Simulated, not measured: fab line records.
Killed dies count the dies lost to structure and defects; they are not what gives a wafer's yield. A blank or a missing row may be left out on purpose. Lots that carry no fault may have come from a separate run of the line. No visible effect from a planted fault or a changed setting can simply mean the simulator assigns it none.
2 desks, one fault -- flow sfq line -- only its own numbers are on each desk; what lay behind them is given at the end

THE TOOL OWNER'S DESK: pvd sputter-06
The tool's own readings at SFQ_TRILAYER_M2_DEP_SPUTTER_055 (material Nb, target thk 200 nm, time 133.3 s): means of the sampled wafers that have a number, for each lot that ran on this tool. Any lot whose mean is over 4 standard deviations away from the usual mean is out of limits and marked OUT; that distance is given in the brackets.
Columns: A = chamber pressure pa at SFQ_TRILAYER_M2_DEP_SPUTTER_055, usual 0.13328 Pa; B = substrate temp c at SFQ_TRILAYER_M2_DEP_SPUTTER_055, usual 19.99 C; C = throttle valve pct at SFQ_TRILAYER_M2_DEP_SPUTTER_055, usual 30.0 %
lot,first seen here,A,B,C
L866,day 26 08:41,0.13312,20.06,30.1
L868,day 28 09:55,0.13333,19.95,29.6
L872,day 29 16:31,0.13324,19.96,29.7
L881,day 32 09:17,0.13321,20.02,30.5
L882,day 33 02:38,0.13309,20.02,29.6
L886,day 35 16:20,0.13359,19.94,29.9
Finding of this desk: none of the 6 lots has anything out of limits.

AT THE METROLOGY DESK
Means of the sampled wafers that have a number, per lot and without regard to the tool the lot ran on: this is what the gauges read. Any lot whose mean is over 4 standard deviations away from the usual mean is out of limits and marked OUT; that distance is given in the brackets.
Columns: A = M2_NB_RS at SFQ_M2_RS_MEAS_914, usual 0.889 ohm/sq
lot,first seen here,A
L864,day 25 20:47,0.897
L866,day 26 08:46,0.881
L867,day 26 17:11,0.885
L868,day 28 10:00,0.880
L871,day 29 07:00,0.902
L872,day 29 16:37,0.897
L873,day 29 19:00,0.893
L874,day 30 02:56,0.885
L877,day 31 06:35,0.891
L881,day 32 09:22,0.610 (-34) OUT
L882,day 33 02:44,0.750 (-17) OUT
L885,day 35 05:21,0.902
L886,day 35 16:25,0.886
L887,day 36 05:20,0.889
Finding of this desk: L881, L882 out of limits, first seen on L881 at day 32 09:22 (M2_NB_RS at SFQ_M2_RS_MEAS_914). L864, L866, L867, L868, L871, L872, L873, L874, L877, L885, L886, L887 stayed within limits.

PUT TOGETHER
At day 32 09:22 the metrology desk could have sounded an alarm, on L881, L882.
Nothing out of limits was seen by the tool owner's desk.
The tool owner's desk has L881, L882 on record, within its limits.
Every lot named ran SFQ_TRILAYER_M2_DEP_SPUTTER_055 on pvd sputter-06.

WHAT WAS PUT IN BY THE SIMULATOR
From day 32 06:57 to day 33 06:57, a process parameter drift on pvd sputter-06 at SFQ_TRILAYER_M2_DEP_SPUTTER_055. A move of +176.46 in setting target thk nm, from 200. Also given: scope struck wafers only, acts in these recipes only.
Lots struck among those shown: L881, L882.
Per desk, hours elapsed from the start of the fault to the first reading out of limits: for the metrology desk, 2.
